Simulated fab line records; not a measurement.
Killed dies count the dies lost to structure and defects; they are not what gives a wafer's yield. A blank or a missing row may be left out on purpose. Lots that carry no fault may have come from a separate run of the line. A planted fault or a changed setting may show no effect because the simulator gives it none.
Which of the tools did it?    flow sky130    12 lots, 36 wafers sampled, at 2 steps of a route of 708

WHAT THE GAUGES SHOWED, per wafer
SKY_METAL3_CD_MEAS_13 targets a cd of 300 nm. Usual: 300.6 nm for cdNm, sd 1.2.
lot   measured      on        cdNm (nm)          flag
L287  day 38 19:57  cdSem-02  300.6 301.8 301.5  
L290  day 40 04:27  cdSem-02  301.1 301.4 300.7  
L291  day 40 06:35  cdSem-02  301.2 301.6 301.1  
L293  day 40 20:56  cdSem-02  298.9 299.7 298.9  
L296  day 41 18:29  cdSem-02  299.1 299.6 299.3  
L302  day 43 07:54  cdSem-02  301.1 300.9 301.0  
L303  day 43 12:04  cdSem-02  300.3 301.1 301.2  
L304  day 44 01:17  cdSem-02  302.7 301.7 301.2  
L305  day 44 05:23  cdSem-01  301.1 302.7 301.4  
L306  day 44 14:58  cdSem-01  301.1 301.0 300.8  
L307  day 44 20:04  cdSem-02  300.8 300.9 301.4  
L308  day 45 00:54  cdSem-01  301.3 299.2 301.2  

EACH LOT AND THE TOOL THAT RAN IT (in order: tool; ch and the chambers of the sampled wafers; start)
lot   SKY_METAL2_METAL_ETCH_19
L287  rieMetal-01 ch 1, day 35 10:00
L290  rieMetal-03 ch 0,1, day 36 21:45
L291  rieMetal-04 ch 0,1, day 36 23:13
L293  rieMetal-04 ch 0,1, day 37 13:36
L296  rieMetal-01 ch 0,1, day 38 11:48
L302  rieMetal-03 ch 0,1, day 40 04:44
L303  rieMetal-01 ch 0,1, day 40 09:36
L304  rieMetal-04 ch 0,1, day 40 23:37
L305  rieMetal-04 ch 0,1, day 41 03:28
L306  rieMetal-04 ch 0,1, day 41 14:10
L307  rieMetal-03 ch 0, day 41 18:59
L308  rieMetal-01 ch 0,1, day 41 23:53
- SKY_METAL2_METAL_ETCH_19: etches the open film in Cl2/BCl3, stops on SiO2, target depth 360 nm, time 78 s.

AS READ BY THE TOOLS THEMSELVES (means over the sampled wafers that have a number; for cases with no such wafer, the mark the record gives instead)
SKY_METAL2_METAL_ETCH_19. Usual: chamberPressureMTorr 10.001 mTorr, standard deviation 0.0092; drypumpMotorCurrentA 5.5 A, standard deviation 0.34; oesProductAu 0.857 a.u., standard deviation 0.0066; throttleValvePct 22.263 %, standard deviation 0.0095.
lot   tool         chamberPressureMTorr (mTorr)  drypumpMotorCurrentA (A)  oesProductAu (a.u.)  throttleValvePct (%)  flag
L287  rieMetal-01  9.999                         6.0                       0.850                22.262                
L290  rieMetal-03  9.997                         5.3                       0.850                22.270                
L291  rieMetal-04  10.007                        5.8                       0.856                22.263                
L293  rieMetal-04  9.998                         5.8                       0.856                22.260                
L296  rieMetal-01  9.997                         5.7                       0.849                22.258                
L302  rieMetal-03  10.001                        5.5                       0.861                22.264                
L303  rieMetal-01  9.997                         5.7                       0.858                22.261                
L304  rieMetal-04  9.998                         5.8                       0.861                22.262                
L305  rieMetal-04  9.998                         5.8                       0.861                22.272                
L306  rieMetal-04  10.006                        5.8                       0.858                22.257                
L307  rieMetal-03  10.004                        5.7                       0.852                22.257                
L308  rieMetal-01  9.992                         5.7                       0.860                22.263                

THE ANSWER, worked out from the rows above alone
Rule: take the mean of a lot's wafers that have a number; if it is more than 3 standard deviations from the usual mean, the lot is off. Also off: a lot with no number at a reading for which 4 or more lots have one. All remaining lots with rows at the step are treated as sound. First the gauges in route order, then the tools' own readings, where a lot's mean is used as printed above. The first step at which some lot is off is used, and at that step the reading that is off furthest; a lot without a number counts as furthest.
Nothing can be told from this: no lot is off at any reading shown.

WHAT WAS PUT IN BY THE SIMULATOR
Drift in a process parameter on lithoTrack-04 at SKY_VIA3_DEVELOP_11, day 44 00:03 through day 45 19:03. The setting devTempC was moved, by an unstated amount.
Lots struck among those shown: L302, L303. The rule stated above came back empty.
